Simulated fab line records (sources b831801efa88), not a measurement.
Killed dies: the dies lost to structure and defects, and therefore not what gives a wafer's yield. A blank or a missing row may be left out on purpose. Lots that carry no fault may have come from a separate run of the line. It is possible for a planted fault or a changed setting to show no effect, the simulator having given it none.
Matching of chambers    flow sky130    SKY_VIA2_ETCH_14 on rieDiel-04 has 4 sister chambers
The step etches BARC in N2/H2, stops on SiO2, time 45.9 s, target depth 60 nm. 4 wafers are shown with their chamber, then 10 later ones without.

WAFERS WITH THEIR CHAMBER
wafer   chamber  drypumpMotorCurrentA (A)
L079.5  0        5.1
L087.6  2        5.1
L088.1  3        6.0
L088.2  1        5.8

WAFERS WHOSE CHAMBER IS MISSING
wafer   drypumpMotorCurrentA (A)
L088.6  5.8
L090.1  5.1
L090.3  6.1
L090.5  5.8
L091.1  6.0
L091.2  5.8
L091.6  6.0
L092.1  5.8
L092.4  5.1
L092.6  5.1

CHAMBER TAKEN BY EACH
wafer   from the rows above      in truth
L088.6  1                        1
L090.1  can't be placed: 0 or 2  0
L090.3  3                        3
L090.5  1                        1
L091.1  3                        3
L091.2  1                        1
L091.6  3                        3
L092.1  1                        1
L092.4  can't be placed: 0 or 2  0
L092.6  can't be placed: 0 or 2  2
Placed correctly: 7 of 10. From these rows, 3 cannot be placed; in 3 the true chamber is one of the candidates. Number placed wrongly: 0.
How it was worked out, from the rows above alone: a wafer's distance from a chamber is the root of the sum, over the readings, of the square of ((its reading less the chamber's mean) divided by the reading's scatter). If the next closest chamber is less than 2 further off than the closest, the wafer can't be placed; otherwise it belongs to the closest. For every chamber, the mean is computed from those of its wafers that are shown. The scatter: with one shown wafer a chamber, the root of the mean of the squares of how far each hidden wafer lies from its nearest shown one.
